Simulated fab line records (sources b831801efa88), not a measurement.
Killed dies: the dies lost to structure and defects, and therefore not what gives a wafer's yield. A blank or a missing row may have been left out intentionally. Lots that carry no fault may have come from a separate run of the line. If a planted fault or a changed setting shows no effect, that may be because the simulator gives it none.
Struck lot and sound lot, side by side ; flow sfq line ; 24 out of 325 route steps
Sound: wafers L796.1, L796.2, L796.4. Struck: wafer L792.3. (L792.2, L792.5 of the same lot were not struck and are left out.) The cause comes at the end.
At each step with rows: each side's tool, then ch and its chambers, then its first start. Under that, the readings that differ: sound wafers ; struck wafers ; difference of the means ; sigmas: that difference in standard deviations of wafers without a fault.
alike: a reading whose means differ by less than 2 such deviations, as well as words and numbers matching on both sides. not compared: withheld readings; readings where some wafer has no value; bounds like >300 that might hide an equal value; numbers whose values overlap and for which the record gives no deviation.
The two part at a step that has a row with sigmas, a row that says differs or no value, or rows on one side only. Numbers that don't overlap but have no deviation are shown without sigmas and don't part them. Lack of a reading on every wafer of one side parts them only where that side has two or more wafers.

first, 6 steps without rows for these wafers: SFQ_TRILAYER_I2_VIA_LITHO_COAT_072 (resist thk 62 nm); SFQ_TRILAYER_I2_VIA_LITHO_COAT_067 (resist thk 650 nm); SFQ_TRILAYER_I2_VIA_LITHO_SOFTBAKE_071; SFQ_TRILAYER_I2_VIA_LITHO_EXPOSE_068 (exposes mask I2, target cd 500 nm); SFQ_TRILAYER_I2_VIA_LITHO_PEB_070 (peb time 60 s); SFQ_TRILAYER_I2_VIA_LITHO_DEVELOP_069 (time 60 s).
SFQ_I2_OVL_MEAS_918:
  sound: overlay-02 at day 35 21:00; struck: overlay-01 at day 33 20:53
  alike: I2_OVL
SFQ_TRILAYER_I2_VIA_BARC_OPEN_VIA_ETCH_096: etches BARC in O2, target depth 125 nm, time 41.7 s.
  sound on rie diel-03 ch 0,1,2, day 35 21:02; struck on rie diel-01 ch 3, day 33 20:55
reading;sound;struck;difference;sigmas
rf hours counter h (h);7.4 8.3 12.2;4.2;-5.1;
  alike: drypump motor current A, oes product au
SFQ_TRILAYER_I2_VIA_ETCH_VIA_ETCH_070: etches SiO2 in CHF3, stops on Nb, target depth 260 nm.
  sound on rie diel-03 ch 0,1,2, day 35 21:04; struck on rie diel-01 ch 3, day 33 20:57
  alike: drypump motor current A, oes product au
SFQ_TRILAYER_I2_VIA_STRIP_STRIP_071: strips in O2.
  sound on rie metal-03 ch 0,1, day 35 21:11; struck on rie metal-03 ch 0, day 33 21:04
  alike: drypump motor current A, oes product au
  not compared: rf hours counter h
then, 2 steps without rows for these wafers: SFQ_TRILAYER_I2_VIA_STRIP_SOLV_CLEAN_072 (cleans in NMP, time 600 s); SFQ_TRILAYER_M3_DEP_PRE_CLEAN_074 (time 22.5 s).
SFQ_TRILAYER_M3_DEP_SPUTTER_073: material Nb, target thk 200 nm, time 133.3 s.
  sound: pvd sputter-03 at day 35 21:59; struck: pvd sputter-04 at day 33 21:53
reading;sound;struck;difference;sigmas
model.Nb_of_TRILAYER_M3_DEP_SPUTTER_073.thk nm (nm);205.1 203 204.8;193.4;-10.9;
  alike: throttle valve pct
SFQ_M3_RS_MEAS_919: measurement is done with a four-point probe.
  sound: film metro-04 at day 35 22:05; struck: film metro-03 at day 33 21:59
reading;sound;struck;difference;sigmas
M3_NB_RS (ohm/sq);0.866 0.874 0.866;0.920;+0.051;+6
then, 6 steps without rows for these wafers: SFQ_TRILAYER_M3_LITHO_COAT_080 (resist thk 62 nm); SFQ_TRILAYER_M3_LITHO_COAT_075 (resist thk 600 nm); SFQ_TRILAYER_M3_LITHO_SOFTBAKE_079; SFQ_TRILAYER_M3_LITHO_EXPOSE_076 (exposes mask M3, target cd 500 nm); SFQ_TRILAYER_M3_LITHO_PEB_078 (peb time 60 s); SFQ_TRILAYER_M3_LITHO_DEVELOP_077 (time 60 s).
-- the record jumps here: 6 days lie between the struck wafers' starts before and after --
SFQ_M3_OVL_MEAS_921:
  sound: overlay-02 at day 42 02:17; struck: overlay-01 at day 40 00:44
reading;sound;struck;difference;sigmas
M3_OVL (nm);-3 -13 -11;12;+21;+3
SFQ_TRILAYER_M3_BARC_OPEN_METAL_ETCH_100: etches BARC in O2, target depth 125 nm, time 41.7 s.
  sound on rie metal-04 ch 0,1, day 42 02:19; struck on rie metal-02 ch 0, day 40 00:46
  alike: drypump motor current A, oes product au
  not compared: rf hours counter h
SFQ_TRILAYER_M3_ETCH_METAL_ETCH_078: etches Nb in Cl2/Ar, stops on SiO2, target depth 240 nm, time 120 s.
  sound on rie metal-04 ch 0,1, day 42 02:23; struck on rie metal-02 ch 0, day 40 00:49
reading;sound;struck;difference;sigmas
oes product au (a.u.);0.904 0.913 0.907;0.869;-0.039;-5
model.M3.feature depth nm (nm);205.1 203 204.8;193.4;-10.9;
model.etch.depth nm (nm);205.1 203 204.8;193.4;-10.9;
  alike: drypump motor current A
  not compared: rf hours counter h
SFQ_TRILAYER_M3_STRIP_STRIP_079: strips in O2.
  sound on rie metal-04 ch 0,1, day 42 02:30; struck on rie metal-02 ch 0, day 40 00:57
  alike: drypump motor current A, oes product au
  not compared: rf hours counter h

== WHERE THEY PART ==
At SFQ_M3_RS_MEAS_919 first; at SFQ_TRILAYER_M3_ETCH_METAL_ETCH_078 last (within this record only). Later steps at which nothing parts them and some readings are alike: SFQ_TRILAYER_M3_STRIP_STRIP_079.

WHY: the cause the simulator had injected
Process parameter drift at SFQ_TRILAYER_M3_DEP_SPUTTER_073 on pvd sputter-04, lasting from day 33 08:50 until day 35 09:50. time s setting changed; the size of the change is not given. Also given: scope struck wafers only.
